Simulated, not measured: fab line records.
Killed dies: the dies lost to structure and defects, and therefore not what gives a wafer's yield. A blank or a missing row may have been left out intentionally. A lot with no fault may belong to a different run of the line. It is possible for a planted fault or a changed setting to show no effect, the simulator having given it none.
Split-lot trial	flow sfq line	route with 325 steps; 5 lots, 23 wafers read

## ON THE SPLIT
At SFQ_TRILAYER_I1_CMP_CMP_046 (polishes SiO2), the setting leave above ref nm was moved away from the recipe's 200 nm on 6 of the 23 wafers read, by +2.6% to +2.8%. All remaining wafers had this setting at the recipe value.

There is no step in the file separating the split from the reading.

## THE READING
thk nm, in nm, at SFQ_TRILAYER_I1_METRO_MEASURE_047. Typical for fault-free wafers on this fab line: 201.0 nm, with standard deviation 1 nm.

wafer	tool, chamber at the split	leave above ref nm as run, nm	against the recipe	thk nm, nm	against lot-mates on the recipe
L075.1	cmp-01, 3,0	200	recipe	202.7	-
L075.3	cmp-01, 3,0	200	recipe	202.3	-
L075.4	cmp-01, 2	200	recipe	201.2	-
L075.5	cmp-01, 3	200	recipe	202.9	-
L075.6	cmp-01, 0	200	recipe	201.5	-
L077.1	cmp-01, 1	200	recipe	200.7	-
L077.4	cmp-01, 3	200	recipe	202.0	-
L077.6	cmp-01, 0	200	recipe	201.8	-
L080.1	cmp-02, 0	200	recipe	201.0	-
L080.2	cmp-02, 1	200	recipe	199.3	-
L080.4	cmp-02, 3,2	200	recipe	201.6	-
L080.5	cmp-02, 1	200	recipe	200.8	-
L080.6	cmp-02, 3,2	200	recipe	201.6	-
L081.2	cmp-02, 3	205.7	+2.8%	205.2	+4.4
L081.3	cmp-02, 0	200	recipe	200.3	-
L081.4	cmp-02, 2	205.7	+2.8%	207.4	+6.7
L081.5	cmp-02, 2	200	recipe	201.2	-
L081.6	cmp-02, 1	205.7	+2.8%	206.5	+5.8
L083.1	cmp-01, 2	205.2	+2.6%	206.1	+5.6
L083.2	cmp-01, 1	200	recipe	199.2	-
L083.3	cmp-01, 0	200	recipe	201.8	-
L083.4	cmp-01, 3	205.2	+2.6%	206.5	+6.0
L083.6	cmp-01, 3	205.2	+2.6%	206.9	+6.4
The file does not say which wafer passed through which chamber wherever a row lists several chambers: such a row stands for several wafers.

FIT RESULTS
A straight line over all 23 wafers: thk nm changes by +1.88 nm for each +1% of leave above ref nm; r = +0.92; the points scatter about the line by 0.98 nm.
The same after taking each lot's own level away (the mean of its wafers on the recipe; 23 wafers): +2.12 nm for each +1%; r = +0.95; scatter 0.83 nm.
On that fit, the largest move of leave above ref nm shifts the reading by 6 nm.
Measured against the standard deviation above, the lots' own levels, which go from 200.50 to 202.12 nm, span 1.6 times it.
So the lot-to-lot level changes the slope: the two fits differ.
Check: +6.41 nm against its lot-mates is what the line predicts for one of the wafers moved furthest among these (+2.8%) when that wafer is left out of the fit. Against them it came out at +4.45 nm.

## ADDITIONAL SPLITS CARRIED BY THESE WAFERS
Other splits were also applied to these wafers ahead of the reading. Each is held against what the fit with the lots' levels taken away leaves over:
other split on the same wafers	wafers away from the commonest value	r with thk nm (lot level and that fit taken away)
SFQ_TRILAYER_M1_BARC_OPEN_METAL_ETCH_054 time s	10	+0.13

## THE WHOLE CHAIN: every reading that the file lists as answering this split, in the file's order
step	what it does	reading	change (the file's fit)	r (the file's)
SFQ_TRILAYER_I1_CMP_CMP_046	polishes SiO2	SiO2_of_TRILAYER_I1_DEP_PECVD_045.thk nm (the simulator's own value, which no gauge read)	+2.11 nm for each +1% of the setting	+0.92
SFQ_TRILAYER_I1_METRO_MEASURE_047		thk nm	+2.12 nm for each +1% of the setting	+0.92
SFQ_TRILAYER_I1_VIA_ETCH_VIA_ETCH_052	etches SiO2 in CHF3, stops on Nb, target depth 260 nm	I1.feature depth nm (the simulator's own value, which no gauge read)	+2.11 nm for each +1% of the setting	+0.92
SFQ_TRILAYER_M2_ETCH_METAL_ETCH_060	etches Nb in Cl2/Ar, stops on SiO2, target depth 240 nm, time 120 s	SiO2_of_TRILAYER_I1_DEP_PECVD_045.thk nm (the simulator's own value, which no gauge read)	+2.18 nm for each +1% of the setting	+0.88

## FILE'S OWN FIT
thk nm changes by +2.12 nm for each +1% of leave above ref nm, r = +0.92.
